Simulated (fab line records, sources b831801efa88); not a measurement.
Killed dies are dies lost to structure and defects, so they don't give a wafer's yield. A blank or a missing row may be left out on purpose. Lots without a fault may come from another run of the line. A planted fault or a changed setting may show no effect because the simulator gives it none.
Which tool did it? | flow gf180mcu | 10 lots, 30 wafers sampled, at 5 steps of a route of 602

WHAT THE GAUGES READ, wafer by wafer
GF_MVPSD_OVL_MEAS_07. Usual: MVPSD_OVL -0.8 nm, standard deviation 1.3.
lot  | measured    | on         | MVPSD_OVL (nm) | flag
L711 | day 5 02:44 | overlay-01 | -0.5 -3.0 -1.7 |
L712 | day 5 09:05 | overlay-01 | -0.8 -4.0 -2.8 |
L713 | day 5 12:30 | overlay-01 | -0.4 -2.3 -1.0 |
L714 | day 5 20:56 | overlay-02 | 0.4 -1.1 -0.2  |
L715 | day 6 00:26 | overlay-01 | -1.9 -0.2 -1.2 |
L716 | day 6 07:35 | overlay-01 | 0.2 1.7 0.6    |
L717 | day 6 20:05 | overlay-01 | -0.3 -1.8 -1.3 |
L718 | day 7 02:02 | overlay-02 | -1.1 -1.2 0.2  |
L719 | day 7 04:48 | overlay-02 | 2.5 1.6 -0.1   |
L720 | day 7 08:41 | overlay-02 | 1.2 0.4 0.8    |

GF_MVPSD_TW_MEAS_11. Usual: MVPSD_TW 549, standard deviation 4.5.
lot  | measured    | on            | MVPSD_TW    | flag
L711 | day 5 03:10 | film_metro-02 | 549 549 550 |
L712 | day 5 09:32 | film_metro-02 | 550 554 552 |
L713 | day 5 12:56 | film_metro-02 | 551 552 550 |
L714 | day 5 21:23 | film_metro-02 | 551 555 549 |
L715 | day 6 00:52 | film_metro-02 | 553 551 553 |
L716 | day 6 08:02 | film_metro-02 | 553 553 552 |
L717 | day 6 20:31 | film_metro-01 | 554 549 554 |
L718 | day 7 02:28 | film_metro-02 | 553 557 559 |
L719 | day 7 05:15 | film_metro-02 | 555 559 554 |
L720 | day 7 09:08 | film_metro-01 | 550 552 551 |

GF_VT_IMPLANT_TW_MEAS_21. Usual: VT_IMPLANT_2_TW 1208, standard deviation 11.
lot  | measured    | on            | VT_IMPLANT_2_TW | flag
L711 | day 6 09:19 | film_metro-04 | 1195 1200 1192  |
L712 | day 6 15:23 | film_metro-04 | 1201 1206 1198  |
L713 | day 6 18:38 | film_metro-03 | 1224 1223 1230  |
L714 | day 7 02:46 | film_metro-03 | 1212 1224 1220  |
L715 | day 7 07:10 | film_metro-04 | 1193 1201 1196  |
L716 | day 7 14:25 | film_metro-02 | 1213 1211 1211  |
L717 | day 8 02:42 | film_metro-04 | 863 861 855     | OFF
L718 | day 8 09:10 | film_metro-03 | 878 881 879     | OFF
L719 | day 8 12:14 | film_metro-03 | 888 880 879     | OFF
L720 | day 8 16:24 | film_metro-02 | 875 871 870     | OFF

WHICH TOOL RAN EACH LOT (tool, then ch and the chambers of the sampled wafers, then the start)
lot  | GF_VT_IMPLANT_IMPLANT_19       | GF_VT_IMPLANT_STRIP_20
L711 | implanter-03 ch 0, day 6 09:04 | plasma_asher-02 ch 0,1, day 6 09:13
L712 | implanter-04 ch 0, day 6 15:08 | plasma_asher-01 ch 0,1, day 6 15:16
L713 | implanter-03 ch 0, day 6 18:25 | plasma_asher-01 ch 0,1, day 6 18:34
L714 | implanter-04 ch 0, day 7 02:32 | plasma_asher-01 ch 0,1, day 7 02:40
L715 | implanter-04 ch 0, day 7 06:55 | plasma_asher-03 ch 0,1, day 7 07:04
L716 | implanter-03 ch 0, day 7 14:10 | plasma_asher-02 ch 0,1, day 7 14:19
L717 | implanter-03 ch 0, day 8 02:27 | plasma_asher-02 ch 0,1, day 8 02:36
L718 | implanter-03 ch 0, day 8 08:55 | plasma_asher-01 ch 0,1, day 8 09:04
L719 | implanter-03 ch 0, day 8 12:02 | plasma_asher-01 ch 0,1, day 8 12:08
L720 | implanter-03 ch 0, day 8 16:10 | plasma_asher-01 ch 1, day 8 16:17
- GF_VT_IMPLANT_IMPLANT_19
- GF_VT_IMPLANT_STRIP_20: strips in O2/N2.

WHAT THE TOOLS THEMSELVES READ (means of the sampled wafers that have a number; where no wafer has one, the mark that the record gives instead)
GF_VT_IMPLANT_IMPLANT_19. Usual: faraday_current_uA 24.5, standard deviation 0.52.
lot  | tool         | faraday_current_uA | flag
L711 | implanter-03 | 24.6               |
L712 | implanter-04 | 24.6               |
L713 | implanter-03 | 24.5               |
L714 | implanter-04 | 24.8               |
L715 | implanter-04 | 24.8               |
L716 | implanter-03 | 24.4               |
L717 | implanter-03 | 24.6               |
L718 | implanter-03 | 24.7               |
L719 | implanter-03 | 24.7               |
L720 | implanter-03 | 24.7               |

GF_VT_IMPLANT_STRIP_20. Usual: drypump_motor_current_A 5.7 A, standard deviation 0.53; heater_power_w 333 W, standard deviation 21; oes_product_au 0.716 a.u., standard deviation 0.0045; strip_time_to_endpoint_s 12.63 s, standard deviation 0.04.
lot  | tool            | drypump_motor_current_A (A) | heater_power_w (W) | oes_product_au (a.u.) | strip_time_to_endpoint_s (s) | flag
L711 | plasma_asher-02 | 6.2                         | 347                | 0.718                 | 12.67                        |
L712 | plasma_asher-01 | 5.2                         | 338                | 0.715                 | 12.69                        |
L713 | plasma_asher-01 | 5.4                         | 338                | 0.715                 | 12.69                        |
L714 | plasma_asher-01 | 5.4                         | 337                | 0.718                 | 12.65                        |
L715 | plasma_asher-03 | 5.9                         | 310                | 0.716                 | 12.64                        |
L716 | plasma_asher-02 | 6.2                         | 343                | 0.713                 | 12.66                        |
L717 | plasma_asher-02 | 6.2                         | 346                | 0.719                 | 12.61                        |
L718 | plasma_asher-01 | 5.2                         | 339                | 0.718                 | 12.61                        |
L719 | plasma_asher-01 | 5.4                         | 341                | 0.720                 | 12.65                        |
L720 | plasma_asher-01 | 5.0                         | 347                | 0.715                 | 12.62                        |

THE ANSWER, worked out from the rows above alone
Rule: a lot is off if the mean of its wafers that have a number lies more than 3 standard deviations from the usual mean. A lot without any number at a reading at which 4 lots or more have one is off too. The other lots that the step has rows for count as sound. The gauges are gone through in route order, then the tools' own readings, and for those a lot's mean is taken as printed above. The first step at which some lot is off is used, and at that step the reading that is off furthest; a lot without a number counts as furthest.
Off: L717, L718, L719, L720, at GF_VT_IMPLANT_TW_MEAS_21 (VT_IMPLANT_2_TW).
A tool fits if, at a process step before that reading, it ran every lot that is off, and no sound lot after the first of them. The gauges at GF_VT_IMPLANT_TW_MEAS_21 are tried like those tools. One fits: implanter-03 at GF_VT_IMPLANT_IMPLANT_19. Its last sound lot is L716 (day 7 14:10), its first lot that is off L717 (day 8 02:27): a fault that began between those two fits.

WHAT THE SIMULATOR HAD PUT IN
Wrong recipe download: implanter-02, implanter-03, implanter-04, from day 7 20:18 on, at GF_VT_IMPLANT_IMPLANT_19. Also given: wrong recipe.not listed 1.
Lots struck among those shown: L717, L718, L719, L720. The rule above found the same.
